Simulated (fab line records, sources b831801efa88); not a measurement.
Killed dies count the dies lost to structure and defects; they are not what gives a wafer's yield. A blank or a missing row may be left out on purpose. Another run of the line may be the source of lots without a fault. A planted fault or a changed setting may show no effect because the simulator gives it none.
fab line records	flow gf180mcu
[record] lots = 5	wafers = 23
route steps=602 shown STI@4 DNWELL@35 MVSD@74 MVPSD@86 VT_IMPLANT@116 DUAL_GATE@147 POLY_GATE@157
start_h: the number of hours between the record's first day and the start of the first shown wafer of the lot	wait_h: hours elapsed since this lot's preceding step	" same as the row above	L1.1+2: several wafers, shown together as one row	- no value, or no start given	* or withheld: withheld	< > ~ a bound
route shown NAME@n: a module of which the file shows steps, and the number in the route of the first	usual: mean/standard deviation taken from wafers without a fault	same: alike in all rows	chamber/n: place in a boat	sites: readings site by site	_std_site: standard deviation across them	_edge_site: the outer-site mean with the inner-site mean subtracted	radius_mm: for every site, how far away it sits from the centre of the wafer	mask NAME#n: copy n	behind: the tool/chamber that last shaped the wafer	hold: why the lot went on hold/how many hours it stayed there/how the hold came to an end	device: transistor that didn't switch, given as n, p or np	end of line: the same wafers' tests at the end of the route	a step with no rows: only its recipe	killed: dies lost to structure and defects at the first sort, not the wafer's yield	map: per-die view of a wafer (x killed, . not killed, _ where there is no die)
set.NAME: the run value of the setting; set.NAME@STEP: its run value at that earlier step	model.NAME: the simulator's own value behind a step, which no gauge read
lots with deliberately changed settings; one table per step, one row per wafer
[[steps]]
[step GF_STI_CVD_03]
[recipe] material = Si3N4	precursor = DCS/NH3	target_thk_nm = 207.16	temp_c = 770	time_s = 3551	pressure_mtorr = 250
lot.wafer	tool	chamber	start_h	wait_h	set.time_s	model.Si3N4_of_STI_CVD_03.thk_nm
L075.1	-	-	-	0.1	3785	215.6
L075.2	"	-	"	"	3785	218.6
L075.3	"	-	"	"	3785	218.1
L075.5	"	-	"	"	3785	218.4
L075.6	"	-	"	"	3785	218.5
L077.1	lpcvd-02	0	26.76	0.1	3551	208
L077.2	"	0	"	"	3551	206.5
L077.5	"	0	"	"	3551	206.6
L082.1	-	-	-	0.1	4030	235.6
L082.2	"	-	"	"	4030	235.5
L082.4	"	-	"	"	4030	234.9
L082.5	"	-	"	"	4030	236.7
L082.6	"	-	"	"	4030	236
L083.1	-	-	-	0.1	3341	192.4
L083.2	"	-	"	"	3341	191.3
L083.3	"	-	"	"	3341	192.1
L083.5	"	-	"	"	3341	192.3
L083.6	"	-	"	"	3341	192.2
L084.1	-	-	-	0.1	3257	191.2
L084.3	"	-	"	"	3257	191.1
L084.4	"	-	"	"	3257	190.7
L084.5	"	-	"	"	3257	190.3
L084.6	"	-	"	"	3257	190.2
[step GF_STI_THK_MEAS_04]
[recipe] reads = Si3N4_of_STI_CVD_03
[usual] STI_CVD_03_THK = 206.7/2
lot.wafer	tool	chamber	start_h	wait_h	set.time_s@STI_CVD_03	STI_CVD_03_THK[nm]
L075.1	film_metro-04	-	-	-	3785	215.8
L075.2	"	-	"	"	3785	218.7
L075.3	"	-	"	"	3785	217.9
L075.5	"	-	"	"	3785	218.4
L075.6	"	-	"	"	3785	218.5
L077.1	film_metro-04	-	28.74	0.0	3551	208.2
L077.2	"	-	"	"	3551	206.6
L077.5	"	-	"	"	3551	206.8
L082.1	film_metro-01	-	-	-	4030	235.6
L082.2	"	-	"	"	4030	235.6
L082.4	"	-	"	"	4030	234.9
L082.5	"	-	"	"	4030	236.9
L082.6	"	-	"	"	4030	236.1
L083.1	film_metro-03	-	-	-	3341	192.4
L083.2	"	-	"	"	3341	191.5
L083.3	"	-	"	"	3341	192.1
L083.5	"	-	"	"	3341	192.3
L083.6	"	-	"	"	3341	192.3
L084.1	film_metro-03	-	-	-	3257	191.3
L084.3	"	-	"	"	3257	191.0
L084.4	"	-	"	"	3257	190.7
L084.5	"	-	"	"	3257	190.2
L084.6	"	-	"	"	3257	190.2
[step GF_STI_COAT_07]
[recipe] resist = KrF	spin_rpm = withheld	resist_thk_nm = 700
lot.wafer	tool	chamber	start_h	wait_h	set.resist_thk_nm	model.KrF_of_STI_COAT_07.thk_nm
L075.1	litho_track-02	0	24.63	0.1	700	700.2
L075.2	"	0	"	"	700	701.6
L075.3	"	0	"	"	729.5	730.2
L075.5	"	0	"	"	700	702
L075.6	"	0	"	"	729.5	733
L077.1	litho_track-04	0	34.76	0.1	700	697.3
L077.2	"	0	"	"	700	696.5
L077.5	"	0	"	"	700	696
L082.1	litho_track-01	0	59.90	0.1	700	699.9
L082.2	"	0	"	"	700	698.4
L082.4	"	0	"	"	673	672.1
L082.5	"	0	"	"	673	670.4
L082.6	"	0	"	"	673	672.5
L083.1+2+5	litho_track-04	0	66.46	0.1	700	697.6
L083.3	"	0	"	"	700	697.5
L083.6	"	0	"	"	700	696.6
L084.1	litho_track-01	0	69.80	0.1	700	698.6
L084.3	"	0	"	"	700	697.3
L084.4	"	0	"	"	700	699
L084.5	"	0	"	"	700	697.8
L084.6	"	0	"	"	700	699.3
[step GF_STI_SOFTBAKE_08]
[recipe] temp_c = 130	time_s = 60	resist = KrF
lot.wafer	tool	chamber	start_h	wait_h	set.temp_c
L075.1+3+6	litho_track-02	0	24.78	0.1	127.2
L075.2+5	"	0	"	"	130
L077.1+2+5	litho_track-04	0	34.91	0.1	130
L082.1+4+6	litho_track-01	0	60.05	0.1	128.7
L082.2+5	"	0	"	"	130
L083.1+5+6	litho_track-04	0	66.61	0.1	133.3
L083.2+3	"	0	"	"	130
L084.1+3	litho_track-01	0	69.95	0.1	130
L084.4+5+6	"	0	"	"	131.2
[step GF_STI_EXPOSE_09]
[recipe] mask_id = COMP	target_cd_nm = 220	na = 0.68	source_shape = conventional	sigma_outer = 0.6	dose_mj = 28
[step GF_STI_PEB_10]
[recipe] peb_temp_c = 135	peb_time_s = 90	resist = KrF
[step GF_STI_DEVELOP_11]
[recipe] develop_time_s = 60	dev_temp_c = 21
[step GF_STI_ETCH_13]
[recipe] chemistry = CHF3/O2	stop_on = Si	over_etch_frac = 0.3	target_depth_a = 2823.1	source_w = 600	bias_w = 200	pressure_mtorr = 40	chf3_flow_sccm = 50	O2_flow_sccm = 5	time_s = 112.9
[usual] oes_product_au = 0.832/0.0063
lot.wafer	tool	chamber	start_h	wait_h	set.time_s@STI_CVD_03	oes_product_au
L075.1	rie_diel-02	1	31.37	0.1	3785	0.852
L075.2	"	2	"	"	3785	0.857
L075.3	"	3	"	"	3785	0.862
L075.5	"	0	"	"	3785	0.864
L075.6	"	1	"	"	3785	0.852
L077.1	rie_diel-03	0	41.23	0.1	3551	0.834
L077.2	"	3	"	"	3551	0.825
L077.5	"	3	"	"	3551	0.832
L082.1	rie_diel-03	2	66.80	0.1	4030	0.890
L082.2	"	0	"	"	4030	0.897
L082.4	"	0	"	"	4030	0.893
L082.5	"	2	"	"	4030	0.901
L082.6	"	0	"	"	4030	0.894
L083.1	rie_diel-02	2	73.60	0.1	3341	0.801
L083.2	"	3	"	"	3341	0.794
L083.3	"	0	"	"	3341	0.799
L083.5	"	3	"	"	3341	0.801
L083.6	"	2	"	"	3341	0.792
L084.1	rie_diel-03	2	76.86	0.1	3257	0.798
L084.3	"	0	"	"	3257	0.793
L084.4	"	2	"	"	3257	0.799
L084.5	"	0	"	"	3257	0.792
L084.6	"	1	"	"	3257	0.790
[step GF_STI_ETCH_14]
[recipe] target = Si	chemistry = HBr/Cl2/O2	target_depth_nm = 360	icp_w = 600	bias_w = 150	pressure_mtorr = 15	HBr_flow_sccm = 150	Cl2_flow_sccm = 40	O2_flow_sccm = 6	time_s = 102.9
[step GF_STI_STRIP_15]
[recipe] chemistry = O2/N2	power_w = 1400	pressure_mtorr = 1500	platen_temp_c = 250	o2_flow_sccm = 3000	n2_flow_sccm = 300	overash_fraction = 0.5
[usual] strip_time_to_endpoint_s = 3.71/0.056
lot.wafer	tool	chamber	start_h	wait_h	set.resist_thk_nm@STI_COAT_07	strip_time_to_endpoint_s
L075.1	plasma_asher-02	0	31.52	0.0	700	3.70
L075.2	"	1	"	"	700	3.79
L075.3	"	1	"	"	729.5	4.08
L075.5	"	1	"	"	700	3.79
L075.6	"	0	"	"	729.5	4.02
L077.1	plasma_asher-02	0	41.39	0.0	700	3.66
L077.2	"	1	"	"	700	3.67
L077.5	"	0	"	"	700	3.66
L082.1	plasma_asher-04	0	66.99	0.0	700	3.70
L082.2	"	1	"	"	700	3.67
L082.4	"	1	"	"	673	3.39
L082.5	"	0	"	"	673	3.41
L082.6	"	1	"	"	673	3.38
L083.1	plasma_asher-03	1	73.75	0.0	700	3.70
L083.2	"	0	"	"	700	3.75
L083.3	"	1	"	"	700	3.66
L083.5	"	0	"	"	700	3.69
L083.6	"	1	"	"	700	3.67
L084.1	plasma_asher-02	1	77.02	0.0	700	3.70
L084.3	"	1	"	"	700	3.71
L084.4	"	0	"	"	700	3.66
L084.5	"	0	"	"	700	3.62
L084.6	"	1	"	"	700	3.62
[step GF_DNWELL_SOFTBAKE_03]
[recipe] temp_c = 110	time_s = withheld
lot.wafer	tool	chamber	start_h	wait_h	set.temp_c
L075.1+2	litho_track-01	0	41.30	0.1	110
L075.3+5+6	"	0	"	"	112.5
L077.1+2+5	litho_track-03	0	52.55	0.1	110
L082.1+5+6	litho_track-04	0	78.61	0.1	110
L082.2+4	"	0	"	"	112.8
L083.1+5	litho_track-04	0	85.91	0.1	110
L083.2+3+6	"	0	"	"	108.1
L084.1+6	litho_track-04	0	95.26	0.1	112
L084.3+4+5	"	0	"	"	110
[step GF_DNWELL_EXPOSE_04]
[recipe] mask_id = DNWELL	target_cd_nm = 1700	na = 0.6	source_shape = conventional	sigma_outer = 0.6	dose_mj = 260
[step GF_DNWELL_PEB_05]
[recipe] temp_c = 115	time_s = withheld
[step GF_DNWELL_DEVELOP_06]
[recipe] wall_angle_deg = 90	develop_time_s = 60	dev_temp_c = 23
[step GF_DNWELL_IMPLANT_07]
[recipe] species = P	energy_kev = 1487	dose_cm2 = 1e+13	tilt_deg = 0
[step GF_DNWELL_STRIP_08]
[recipe] chemistry = O2/N2	power_w = 1400	pressure_mtorr = 1500	platen_temp_c = 250	o2_flow_sccm = 3000	n2_flow_sccm = 300	overash_fraction = 0.5
[usual] strip_time_to_endpoint_s = 36.99/0.1
lot.wafer	tool	chamber	start_h	wait_h	set.temp_c@DNWELL_SOFTBAKE_03	strip_time_to_endpoint_s
L075.1	plasma_asher-04	0	47.90	0.1	110	37.08
L075.2	"	1	"	"	110	37.10
L075.3	"	0	"	"	112.5	36.91
L075.5	"	0	"	"	112.5	36.88
L075.6	"	1	"	"	112.5	36.83
L077.1	plasma_asher-02	1	59.60	0.1	110	37.02
L077.2	"	0	"	"	110	37.16
L077.5	"	0	"	"	110	37.09
L082.1	plasma_asher-04	0	84.94	0.1	110	36.95
L082.2	"	1	"	"	112.8	36.61
L082.4	"	1	"	"	112.8	36.66
L082.5	"	0	"	"	110	36.89
L082.6	"	1	"	"	110	37.03
L083.1	plasma_asher-01	0	92.71	0.1	110	36.79
L083.2	"	1	"	"	108.1	36.94
L083.3	"	0	"	"	108.1	37.12
L083.5	"	0	"	"	110	36.90
L083.6	"	1	"	"	108.1	37.13
L084.1	plasma_asher-01	1	101.70	0.1	112	36.79
L084.3	"	1	"	"	110	36.96
L084.4	"	0	"	"	110	37.07
L084.5	"	0	"	"	110	37.07
L084.6	"	1	"	"	112	36.78
[step GF_MVSD_IMPLANT_08]
[recipe] species = P	energy_kev = 400	dose_cm2 = 1.6e+13	tilt_deg = 0
lot.wafer	tool	chamber	start_h	wait_h	set.dose_cm2
L075.1+2+3+5+6	implanter-04	0	88.96	0.0	1.6e+13
L077.1+2+5	implanter-04	0	100.18	0.0	1.6e+13
L082.1+2+4+5+6	implanter-04	0	126.20	0.0	1.6e+13
L083.1+3	implanter-01	0	134.85	0.0	1.6e+13
L083.2+5+6	"	0	"	"	1.879e+13
L084.1+5+6	implanter-01	0	145.25	0.0	1.768e+13
L084.3+4	"	0	"	"	1.6e+13
[step GF_MVSD_IMPLANT_09]
[recipe] species = P	energy_kev = 100	dose_cm2 = 5e+12	tilt_deg = 0
[step GF_MVSD_STRIP_10]
[recipe] chemistry = O2/N2	power_w = 1400	pressure_mtorr = 1500	platen_temp_c = 250	o2_flow_sccm = 3000	n2_flow_sccm = 300	overash_fraction = 0.5
[step GF_MVSD_TW_MEAS_11]
[usual] MVSD_TW = 1591/14
lot.wafer	tool	chamber	start_h	wait_h	set.dose_cm2@MVSD_IMPLANT_08	MVSD_TW
L075.1	film_metro-04	-	89.36	0.1	1.6e+13	1605
L075.2	"	-	"	"	1.6e+13	1592
L075.3	"	-	"	"	1.6e+13	1596
L075.5	"	-	"	"	1.6e+13	1599
L075.6	"	-	"	"	1.6e+13	1604
L077.1	film_metro-04	-	100.58	0.1	1.6e+13	1600
L077.2	"	-	"	"	1.6e+13	1608
L077.5	"	-	"	"	1.6e+13	1606
L082.1	film_metro-04	-	126.60	0.1	1.6e+13	1609
L082.2	"	-	"	"	1.6e+13	1598
L082.4	"	-	"	"	1.6e+13	1601
L082.5	"	-	"	"	1.6e+13	1587
L082.6	"	-	"	"	1.6e+13	1603
L083.1	film_metro-02	-	135.25	0.1	1.6e+13	1581
L083.2	"	-	"	"	1.879e+13	1656
L083.3	"	-	"	"	1.6e+13	1575
L083.5	"	-	"	"	1.879e+13	1659
L083.6	"	-	"	"	1.879e+13	1646
L084.1	film_metro-04	-	145.65	0.1	1.768e+13	1647
L084.3	"	-	"	"	1.6e+13	1593
L084.4	"	-	"	"	1.6e+13	1610
L084.5	"	-	"	"	1.768e+13	1647
L084.6	"	-	"	"	1.768e+13	1646
[step GF_MVPSD_IMPLANT_08]
[recipe] species = B	energy_kev = 170	dose_cm2 = 1.5e+13	tilt_deg = 0
lot.wafer	tool	chamber	start_h	wait_h	set.dose_cm2
L075.1+3+6	implanter-02	0	102.63	0.0	1.458e+13
L075.2+5	"	0	"	"	1.5e+13
L077.1+2+5	implanter-04	0	113.85	0.0	1.5e+13
L082.1+4+6	implanter-04	0	141.25	0.0	1.548e+13
L082.2+5	"	0	"	"	1.5e+13
L083.1+6	implanter-02	0	149.83	0.0	1.441e+13
L083.2+3+5	"	0	"	"	1.5e+13
L084.1+3+6	implanter-03	0	161.13	0.0	1.5e+13
L084.4+5	"	0	"	"	1.419e+13
[step GF_VT_IMPLANT_EXPOSE_26]
[recipe] mask_id = LVPWELL_HV_AREA	target_cd_nm = 860	na = 0.6	source_shape = conventional	sigma_outer = 0.6	dose_mj = 140
lot.wafer	tool	chamber	start_h	wait_h	mask	set.dose_mj
L075.1+6	iline_stepper-02	0	-	-	LVPWELL_HV_AREA#0	140
L075.2+3+5	"	0	"	"	LVPWELL_HV_AREA#0	131
L077.1+2+5	iline_stepper-02	0	-	-	LVPWELL_HV_AREA#0	140
L082.1+2+6	iline_stepper-01	0	-	-	LVPWELL_HV_AREA#0	148
L082.4+5	"	0	"	"	LVPWELL_HV_AREA#0	140
L083.1+2	iline_stepper-01	0	-	-	LVPWELL_HV_AREA#0	140
L083.3+5+6	"	0	"	"	LVPWELL_HV_AREA#0	132.6
L084.1+4	iline_stepper-02	0	-	-	LVPWELL_HV_AREA#0	140
L084.3+5+6	"	0	"	"	LVPWELL_HV_AREA#0	146.6
[step GF_VT_IMPLANT_PEB_27]
[recipe] temp_c = withheld	time_s = *	resist = NOVOLAK
[step GF_VT_IMPLANT_DEVELOP_28]
[recipe] develop_time_s = 60	dev_temp_c = 23
[step GF_VT_IMPLANT_RS_MEAS_49]
[recipe] thk_meas_gauge = four-point-probe
[usual] MVPSD_RS = 1170.0/2.7
lot.wafer	tool	chamber	start_h	wait_h	set.dose_cm2@MVPSD_IMPLANT_08	MVPSD_RS[ohm/sq]
L075.1	film_metro-03	-	163.60	0.1	1.458e+13	1186.7
L075.2	"	-	"	"	1.5e+13	1168.8
L075.3	"	-	"	"	1.458e+13	1184.4
L075.5	"	-	"	"	1.5e+13	1166.5
L075.6	"	-	"	"	1.458e+13	1183.9
L077.1	film_metro-02	-	176.46	0.1	1.5e+13	1172.6
L077.2	"	-	"	"	1.5e+13	1174.1
L077.5	"	-	"	"	1.5e+13	1173.8
L082.1	film_metro-03	-	208.68	0.1	1.548e+13	1147.7
L082.2	"	-	"	"	1.5e+13	1165.6
L082.4	"	-	"	"	1.548e+13	1152.5
L082.5	"	-	"	"	1.5e+13	1170.5
L082.6	"	-	"	"	1.548e+13	1151.1
L083.1	film_metro-02	-	219.17	0.1	1.441e+13	1195.4
L083.2	"	-	"	"	1.5e+13	1168.6
L083.3	"	-	"	"	1.5e+13	1169.2
L083.5	"	-	"	"	1.5e+13	1171.9
L083.6	"	-	"	"	1.441e+13	1193.3
L084.1	film_metro-04	-	231.63	0.1	1.5e+13	1172.0
L084.3	"	-	"	"	1.5e+13	1170.2
L084.4	"	-	"	"	1.419e+13	1203.1
L084.5	"	-	"	"	1.419e+13	1203.2
L084.6	"	-	"	"	1.5e+13	1170.8
[step GF_DUAL_GATE_COAT_06]
[recipe] resist = NOVOLAK	spin_rpm = 3000	resist_thk_nm = 1000
lot.wafer	tool	chamber	start_h	wait_h	set.spin_rpm	model.NOVOLAK_of_DUAL_GATE_COAT_06.thk_nm
L075.1	litho_track-01	0	174.74	0.1	3086	987.8
L075.2	"	0	"	"	3086	984.4
L075.3	"	0	"	"	3000	1004
L075.5	"	0	"	"	3000	999.1
L075.6	"	0	"	"	3086	985.6
L077.1	litho_track-03	0	187.15	0.1	3000	1000
L077.2	"	0	"	"	3000	999.1
L077.5	"	0	"	"	3000	997.7
L082.1	litho_track-01	0	219.64	0.1	3135	980.1
L082.2	"	0	"	"	3135	981.2
L082.4	"	0	"	"	3000	997.6
L082.5	"	0	"	"	3135	976.7
L082.6	"	0	"	"	3000	997.7
L083.1+5	litho_track-02	0	230.67	0.1	3000	999.5
L083.2	"	0	"	"	3071	988
L083.3	"	0	"	"	3071	985.5
L083.6	"	0	"	"	3000	999.6
L084.1	litho_track-03	0	242.44	0.1	3089	984.6
L084.3	"	0	"	"	3000	998.3
L084.4	"	0	"	"	3089	985.3
L084.5	"	0	"	"	3089	986.5
L084.6	"	0	"	"	3000	998.9
[step GF_DUAL_GATE_SOFTBAKE_07]
[recipe] temp_c = 90	time_s = 60	resist = NOVOLAK
[step GF_DUAL_GATE_EXPOSE_08]
[recipe] mask_id = Dualgate	target_cd_nm = 700	na = 0.6	source_shape = conventional	sigma_outer = 0.6	dose_mj = 140
[step GF_DUAL_GATE_WET_ETCH_12]
[recipe] chemistry = dHF	target_depth_nm = 13	dry = n2_spin	target = SiO2	temp_c = 25	dilution = 100:1	time_s = 260
[step GF_DUAL_GATE_STRIP_13]
[recipe] chemistry = O2/N2	power_w = 1400	pressure_mtorr = 1500	platen_temp_c = 250	o2_flow_sccm = 3000	n2_flow_sccm = 300	overash_fraction = 0.5
[usual] strip_time_to_endpoint_s = 12.626/0.029
lot.wafer	tool	chamber	start_h	wait_h	set.spin_rpm@DUAL_GATE_COAT_06	strip_time_to_endpoint_s
L075.1	plasma_asher-03	0	182.83	0.0	3086	12.482
L075.2	"	1	"	"	3086	12.445
L075.3	"	0	"	"	3000	12.657
L075.5	"	1	"	"	3000	12.609
L075.6	"	0	"	"	3086	12.465
L077.1	plasma_asher-04	1	195.81	0.0	3000	12.650
L077.2	"	0	"	"	3000	12.613
L077.5	"	0	"	"	3000	12.605
L082.1	plasma_asher-03	0	228.64	0.0	3135	12.390
L082.2	"	1	"	"	3135	12.416
L082.4	"	0	"	"	3000	12.600
L082.5	"	0	"	"	3135	12.355
L082.6	"	1	"	"	3000	12.599
L083.1	plasma_asher-04	0	239.91	0.0	3000	12.625
L083.2	"	1	"	"	3071	12.474
L083.3	"	0	"	"	3071	12.456
L083.5	"	0	"	"	3000	12.615
L083.6	"	1	"	"	3000	12.624
L084.1	plasma_asher-01	0	251.26	0.0	3089	12.469
L084.3	"	1	"	"	3000	12.603
L084.4	"	0	"	"	3089	12.444
L084.5	"	0	"	"	3089	12.470
L084.6	"	1	"	"	3000	12.609
[step GF_POLY_GATE_CVD_00]
[recipe] material = poly-Si	target_thk_nm = 200	temp_c = 620	time_s = 1200	pressure_mtorr = 200
lot.wafer	tool	chamber	start_h	wait_h	set.time_s	model.poly-Si_of_POLY_GATE_CVD_00.thk_nm
L075.1	-	-	-	0.0	1032	175.7
L075.2	"	-	"	"	1032	173.7
L075.3	"	-	"	"	1032	173
L075.5	"	-	"	"	1032	173.9
L075.6	"	-	"	"	1032	171.7
L077.1	lpcvd-01	1	199.78	0.5	1200	202.4
L077.2	"	1	"	"	1200	201.6
L077.5	"	1	"	"	1200	200.8
L082.1	-	-	-	0.0	1267	212.7
L082.2	"	-	"	"	1267	211.7
L082.4	"	-	"	"	1267	214.5
L082.5	"	-	"	"	1267	212.3
L082.6	"	-	"	"	1267	214.1
L083.1	-	-	-	0.0	1200	201.5
L083.2	"	-	"	"	1200	200.1
L083.3	"	-	"	"	1200	199
L083.5	"	-	"	"	1200	199.7
L083.6	"	-	"	"	1200	200.2
L084.1	-	-	-	0.3	1276	215.3
L084.3	"	-	"	"	1276	213.6
L084.4	"	-	"	"	1276	214.9
L084.5	"	-	"	"	1276	214.8
L084.6	"	-	"	"	1276	215.2
[step GF_POLY_GATE_THK_MEAS_01]
[recipe] reads = poly-Si_of_POLY_GATE_CVD_00
[usual] POLY_GATE_CVD_00_THK = 201.1/1.5
lot.wafer	tool	chamber	start_h	wait_h	set.time_s@POLY_GATE_CVD_00	POLY_GATE_CVD_00_THK[nm]
L075.1	film_metro-02	-	-	-	1032	175.5
L075.2	"	-	"	"	1032	173.8
L075.3	"	-	"	"	1032	173.1
L075.5	"	-	"	"	1032	173.8
L075.6	"	-	"	"	1032	171.6
L077.1	film_metro-01	-	201.11	0.0	1200	202.4
L077.2	"	-	"	"	1200	201.6
L077.5	"	-	"	"	1200	200.9
L082.1	film_metro-03	-	-	-	1267	212.5
L082.2	"	-	"	"	1267	211.7
L082.4	"	-	"	"	1267	214.4
L082.5	"	-	"	"	1267	212.4
L082.6	"	-	"	"	1267	214.4
L083.1	film_metro-02	-	-	-	1200	201.4
L083.2	"	-	"	"	1200	200.2
L083.3	"	-	"	"	1200	198.9
L083.5	"	-	"	"	1200	199.8
L083.6	"	-	"	"	1200	200.2
L084.1	film_metro-03	-	-	-	1276	215.3
L084.3	"	-	"	"	1276	213.6
L084.4	"	-	"	"	1276	215.0
L084.5	"	-	"	"	1276	214.8
L084.6	"	-	"	"	1276	215.1
[[key]]
[split] step = GF_STI_CVD_03	setting = time_s	stated = 3551	by = lot
[response] step = GF_STI_CVD_03	reading = model.Si3N4_of_STI_CVD_03.thk_nm	change = +2.09	per = 1%	r = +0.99
[response] step = GF_STI_THK_MEAS_04	reading = STI_CVD_03_THK	change = +2.09	per = 1%	r = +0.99
[response] step = GF_STI_ETCH_13	reading = oes_product_au	change = +0.00471	per = 1%	r = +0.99
[split] step = GF_STI_COAT_07	setting = resist_thk_nm	stated = 700	by = wafer
[response] step = GF_STI_COAT_07	reading = model.KrF_of_STI_COAT_07.thk_nm	change = +7.16	per = 1%	r = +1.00
[response] step = GF_STI_STRIP_15	reading = strip_time_to_endpoint_s	change = *	per = 1%	r = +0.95
[split] step = GF_STI_SOFTBAKE_08	setting = temp_c	stated = 130	by = wafer
response none clear
[split] step = GF_DNWELL_SOFTBAKE_03	setting = temp_c	stated = 110	by = wafer
[response] step = GF_DNWELL_STRIP_08	reading = strip_time_to_endpoint_s	change = *	per = 1%	r = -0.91
[split] step = GF_MVSD_IMPLANT_08	setting = dose_cm2	stated = 1.6e+13	by = wafer
[response] step = GF_MVSD_TW_MEAS_11	reading = MVSD_TW	change = +4.33	per = 1%	r = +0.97
[split] step = GF_MVPSD_IMPLANT_08	setting = dose_cm2	stated = 1.5e+13	by = wafer
[response] step = GF_VT_IMPLANT_RS_MEAS_49	reading = MVPSD_RS	change = -5.98	per = 1%	r = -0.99
[split] step = GF_VT_IMPLANT_EXPOSE_26	setting = dose_mj	stated = 140	by = wafer
response none clear
[split] step = GF_DUAL_GATE_COAT_06	setting = spin_rpm	stated = 3000	by = wafer
[response] step = GF_DUAL_GATE_COAT_06	reading = model.NOVOLAK_of_DUAL_GATE_COAT_06.thk_nm	change = -4.56	per = 1%	r = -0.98
[response] step = GF_DUAL_GATE_STRIP_13	reading = strip_time_to_endpoint_s	change = *	per = 1%	r = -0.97
[split] step = GF_POLY_GATE_CVD_00	setting = time_s	stated = 1200	by = lot
[response] step = GF_POLY_GATE_CVD_00	reading = model.poly-Si_of_POLY_GATE_CVD_00.thk_nm	change = +2.02	per = 1%	r = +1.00
[response] step = GF_POLY_GATE_THK_MEAS_01	reading = POLY_GATE_CVD_00_THK	change = +2.02	per = 1%	r = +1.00
